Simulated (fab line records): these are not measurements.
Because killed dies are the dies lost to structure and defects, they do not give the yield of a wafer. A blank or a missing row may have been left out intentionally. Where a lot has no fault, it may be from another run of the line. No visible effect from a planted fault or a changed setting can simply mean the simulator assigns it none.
Comparing a struck lot with a sound one || flow sky130 || 17 steps out of a route of 708
Sound: these wafers, L148.3, L148.5, L148.6. Wafers L159.2, L159.4, L159.5 were the ones struck. At the end, the cause is stated.
Order at every step that has rows: each side's tool, ch and its chambers, its first start. Under that, the readings that differ: sound wafers || struck wafers || difference of the means || sigmas: that difference in standard deviations of wafers without a fault.
alike: a reading whose means differ by less than 2 such deviations, as well as words and numbers matching on both sides. not compared: withheld readings; readings where some wafer has no value; bounds like >300 that might hide an equal value; numbers whose values overlap and for which the record gives no deviation.
The two part at a step that has a row with sigmas, a row that says differs or no value, or rows on one side only. Numbers that don't overlap but have no deviation are shown without sigmas and don't part them. A reading that every wafer of one side lacks parts them only if that side has two wafers or more.

SKY_LOCAL_INTERCONNECT_RS_MEAS_01: uses a four-point probe to measure.
  sound on film_metro-03, day 33 09:57; struck on film_metro-04, day 35 15:35
  alike: LOCAL_INTERCONNECT_TIN_RS
SKY_LOCAL_INTERCONNECT_THK_MEAS_02: measures by xrf.
  sound on film_metro-03, day 33 10:03; struck on film_metro-04, day 35 15:41
  alike: LOCAL_INTERCONNECT_TIN_THK
then, 8 steps without rows for these wafers: SKY_LOCAL_INTERCONNECT_DEHYDRATE_03 (time 60 s); SKY_LOCAL_INTERCONNECT_HMDS_04 (prime time 60 s); SKY_LOCAL_INTERCONNECT_COAT_05 (resist thk 60 nm); SKY_LOCAL_INTERCONNECT_COAT_06 (resist thk 450 nm); SKY_LOCAL_INTERCONNECT_SOFTBAKE_07 (time 90 s); SKY_LOCAL_INTERCONNECT_EXPOSE_08 (exposes mask LI1M, target cd 170 nm); SKY_LOCAL_INTERCONNECT_PEB_09; SKY_LOCAL_INTERCONNECT_DEVELOP_10 (develop time 60 s).
SKY_LOCAL_INTERCONNECT_CD_MEAS_11 targets a cd of 170 nm.
  sound on cd_sem-02, day 34 12:20; struck on cd_sem-01, day 36 18:37
  alike: cd_nm
SKY_LOCAL_INTERCONNECT_OVL_MEAS_12:
  sound on overlay-02, day 34 12:26; struck on overlay-02, day 36 18:43
{"reading": "LOCAL_INTERCONNECT_OVL (nm)", "sound": "3 4 11", "struck": "-6 -7 -11", "difference": -14, "sigmas": -2}
SKY_LOCAL_INTERCONNECT_ETCH_13: etches BARC in N2/H2, stops on SiO2, time 45.9 s, target depth 60 nm.
  sound on rie_metal-01 ch 0,1, day 34 12:29; struck on rie_metal-01 ch 1, day 36 18:47
{"reading": "oes_product_au (a.u.)", "sound": "0.855 0.851 0.846", "struck": "0.804 0.803 0.819", "difference": -0.042, "sigmas": -9}
{"reading": "run_length_s (s)", "sound": "73.6 73.4 74.1", "struck": "78.8 78.4 78.3", "difference": "+4.8", "sigmas": "+7"}
{"reading": "model.KrF-thick_of_LOCAL_INTERCONNECT_COAT_06.thk_nm (nm)", "sound": "393.9 394.4 394.6", "struck": "388.1 386.1 387.2", "difference": -7.2, "sigmas": ""}
{"reading": "model.SiO2_of_SONOS_ONO_CVD_04.thk_nm (nm)", "sound": "4.272 4.244 4.328", "struck": "4.195 4.04 4.052", "difference": -0.186, "sigmas": ""}
  alike: bias_w, drypump_motor_current_A, throttle_valve_pct
  not compared: rf_hours_counter_h
SKY_LOCAL_INTERCONNECT_METAL_ETCH_14: etches TiN in Cl2/BCl3, stops on PSG, target depth 110 nm, time 31.4 s.
  sound on rie_metal-01 ch 0,1, day 34 12:32; struck on rie_metal-01 ch 1, day 36 18:54
{"reading": "model.KrF-thick_of_LOCAL_INTERCONNECT_COAT_06.thk_nm (nm)", "sound": "350.5 350.2 351.4", "struck": "343.7 342.2 342.4", "difference": -7.9, "sigmas": ""}
  alike: bias_w, drypump_motor_current_A, oes_product_au, run_length_s, throttle_valve_pct
  not compared: rf_hours_counter_h
SKY_LOCAL_INTERCONNECT_STRIP_15: strips in O2/N2.
  sound on plasma_asher-04 ch 0,1, day 34 12:36; struck on plasma_asher-01 ch 0,1, day 36 18:59
{"reading": "strip_time_to_endpoint_s (s)", "sound": "4.743 4.742 4.741", "struck": "4.663 4.661 4.666", "difference": -0.079, "sigmas": -4}
  alike: drypump_motor_current_A, oes_product_au
  not compared: rf_hours_counter_h
then, 1 step without rows for these wafers: SKY_LOCAL_INTERCONNECT_STRIP_16 (strips in post etch residue remover, time 1200 s).
-- record jumps: 14 days separate the struck wafers' starts on either side; left off in module LOCAL_INTERCONNECT, taken up again in module PAD_OPEN, whose first shown step is the route's number 708 --
SKY_PAD_OPEN_PROBE_99:
  sound on prober-02, day 49 03:22; struck on prober-02, day 50 13:31
  alike: killed_at_M0_to_M3, killed_at_M4_up, killed_at_contacts, killed_at_front_end, killed_at_other, killed_dies, killed_open, killed_short

WHERE THEY PART
At SKY_LOCAL_INTERCONNECT_OVL_MEAS_12 first; at SKY_LOCAL_INTERCONNECT_STRIP_15 last (within this record only). Later steps at which nothing parts them and some readings are alike: SKY_PAD_OPEN_PROBE_99.

WHY: the cause the simulator had injected
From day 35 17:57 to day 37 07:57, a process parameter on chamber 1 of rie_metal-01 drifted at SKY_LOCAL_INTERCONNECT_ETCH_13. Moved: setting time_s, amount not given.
